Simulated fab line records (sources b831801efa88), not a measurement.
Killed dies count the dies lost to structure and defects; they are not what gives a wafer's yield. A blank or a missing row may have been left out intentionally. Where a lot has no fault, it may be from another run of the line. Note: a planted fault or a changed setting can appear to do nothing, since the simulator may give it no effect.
Comparing a struck lot with a sound one    flow sky130    35 steps out of a route of 708
Sound: the wafers L146.3, L146.4, L146.5. Wafers struck: L167.3, L167.4, L167.6. At the end, the cause is stated.
Per side, at each step with rows, come the tool, then ch with its chambers, and then its first start. Under that, the readings that differ: sound wafers    struck wafers    difference of the means    sigmas: that difference in standard deviations of wafers without a fault.
alike: a reading whose means differ by less than 2 such deviations, as well as words and numbers matching on both sides. not compared: withheld readings; readings where some wafer has no value; bounds like >300 that might hide an equal value; numbers whose values overlap and for which the record gives no deviation.
Wherever a step has rows on one side only, a row that says differs or no value, or a row with sigmas, the two part there. Numbers that have no deviation but don't overlap get no sigmas and don't part them. A reading missing from all wafers of one side parts the sides only when that side holds two or more wafers.

first, 4 steps without rows for these wafers: SKY_METAL5_SOFTBAKE_10 (time 60 s); SKY_METAL5_EXPOSE_11 (exposes mask MM5, target cd 1600 nm); SKY_METAL5_PEB_12; SKY_METAL5_DEVELOP_13 (develop time 60 s).
SKY_METAL5_DESCUM_14: chemistry O2, time 11 s.
  sound on rie metal-03 ch 0,1, day 45 10:50; struck on rie metal-04 ch 0,1, day 49 08:23
  alike: chamber pressure mTorr, drypump motor current A, oes product au
  not compared: rf hours counter h
SKY_METAL5_METAL_ETCH_15: etches the open film in Cl2/BCl3, stops on SiO2, target depth 1260 nm, time 252 s.
  sound on rie metal-03 ch 0,1, day 45 10:56; struck on rie metal-04 ch 0,1, day 49 08:29
  alike: chamber pressure mTorr, drypump motor current A, oes product au, throttle valve pct
  not compared: rf hours counter h
SKY_METAL5_STRIP_16: strips in O2/N2.
  sound on plasma asher-04 ch 0,1, day 45 11:08; struck on plasma asher-01 ch 0,1, day 49 08:41
  alike: chamber pressure mTorr, drypump motor current A, oes product au, strip time to endpoint s
  not compared: rf hours counter h
then, 3 steps without rows for these wafers: SKY_METAL5_STRIP_17 (strips in post etch residue remover, time 1200 s); SKY_METAL5_CLEAN_18 (cleans in IPA, time 180 s); SKY_METAL5_CLEAN_19 (cleans in O3/DIW).
SKY_PASSIVATION_CVD_00: deposits SiO2, target thk 90 nm.
  sound on pecvd-01 ch 0,1,2, day 45 11:44; struck on pecvd-02 ch 0,1,2, day 49 09:19
  alike: heater power w, rf fwd power W
SKY_PASSIVATION_THK_MEAS_01:
  sound on film metro-03, day 45 11:47; struck on film metro-04, day 49 09:22
  alike: PASSIVATION_CVD_00_THK
SKY_PASSIVATION_CVD_02: deposits Si3N4, target thk 540 nm.
  sound on pecvd-04 ch 0,1,2, day 45 11:49; struck on pecvd-04 ch 0,1,2, day 49 09:24
reading                                        sound              struck             difference  sigmas
rf fwd power W (W)                             447.1 446.0 447.7  629.6 629.8 630.8  +183.1      +99 or more
model.Si3N4_of_PASSIVATION_CVD_02.thk nm (nm)  544.9 557.7 539.9  597.6 599.6 596.6  +50.4       
  alike: heater power w
SKY_PASSIVATION_THK_MEAS_03:
  sound on film metro-02, day 45 12:04; struck on film metro-03, day 49 09:38
reading                      sound        struck       difference  sigmas
PASSIVATION_CVD_02_THK (nm)  545 558 540  598 600 597  +51         +7
then, 7 steps without rows for these wafers: SKY_PASSIVATION_DEHYDRATE_04 (time 60 s); SKY_PASSIVATION_HMDS_05 (prime time 60 s); SKY_PASSIVATION_COAT_06 (resist thk 3000 nm); SKY_PASSIVATION_SOFTBAKE_07; SKY_PASSIVATION_EXPOSE_08 (exposes mask NSM, target cd 3000 nm); SKY_PASSIVATION_PEB_09; SKY_PASSIVATION_DEVELOP_10 (develop time 60 s).
SKY_PASSIVATION_ETCH_11: etches the open film in CF4/O2, stops on AlCu, target depth 725 nm, time 161.1 s.
  sound on rie diel-03 ch 0,1,3, day 46 08:42; struck on rie diel-03 ch 1,2,3, day 50 02:00
  alike: chamber pressure mTorr, drypump motor current A, oes product au, throttle valve pct
  not compared: rf hours counter h, model.PASSIVATION.feature depth nm, model.etch.depth nm
SKY_PASSIVATION_STRIP_12: strips in O2/N2.
  sound on plasma asher-02 ch 0,1, day 46 08:50; struck on plasma asher-02 ch 0,1, day 50 02:08
  alike: chamber pressure mTorr, drypump motor current A, oes product au, strip time to endpoint s
  not compared: rf hours counter h
then, 7 steps without rows for these wafers: SKY_PAD_OPEN_DEHYDRATE_00 (time 60 s); SKY_PAD_OPEN_HMDS_01 (prime time 60 s); SKY_PAD_OPEN_COAT_02 (resist thk 3000 nm); SKY_PAD_OPEN_SOFTBAKE_03; SKY_PAD_OPEN_EXPOSE_04 (exposes mask PDM, target cd 60000 nm); SKY_PAD_OPEN_PEB_05; SKY_PAD_OPEN_DEVELOP_06 (develop time 60 s).
SKY_PAD_OPEN_ETCH_07: etches the open film in CF4/O2, stops on AlCu, target depth 725 nm, time 161.1 s.
  sound on rie diel-02 ch 1,2,3, day 47 05:11; struck on rie diel-01 ch 0,1, day 50 16:26
  alike: chamber pressure mTorr, drypump motor current A, oes product au, throttle valve pct
  not compared: rf hours counter h, model.PAD_OPEN.feature depth nm, model.etch.depth nm
then, 1 step without rows for these wafers: SKY_PAD_OPEN_STRIP_08 (strips in O2/N2).
SKY_PAD_OPEN_STRIP_09: strips in post etch residue remover, time 1200 s.
  sound on wet bench-01 ch 2, day 47 05:24; struck on wet bench-01 ch 2, day 50 16:39
reading                                        sound              struck             difference  sigmas
model.Si3N4_of_PASSIVATION_CVD_02.thk nm (nm)  544.5 557.3 539.5  597.2 599.2 596.3  +50.5       
  alike: bath heat duty pct
then, 2 steps without rows for these wafers: SKY_PAD_OPEN_CLEAN_10 (cleans in IPA, time 180 s); SKY_PAD_OPEN_PROBE_99.

WHERE THEY PART
Last at SKY_PASSIVATION_THK_MEAS_03 as far as this record goes, first at SKY_PASSIVATION_CVD_02. Later steps at which nothing parts them and some readings are alike: SKY_PASSIVATION_ETCH_11, SKY_PASSIVATION_STRIP_12, SKY_PAD_OPEN_ETCH_07, SKY_PAD_OPEN_STRIP_09.

WHY: the cause the simulator had injected
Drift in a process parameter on pecvd-04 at SKY_PASSIVATION_CVD_02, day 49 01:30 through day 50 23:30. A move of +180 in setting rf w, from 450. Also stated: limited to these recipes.
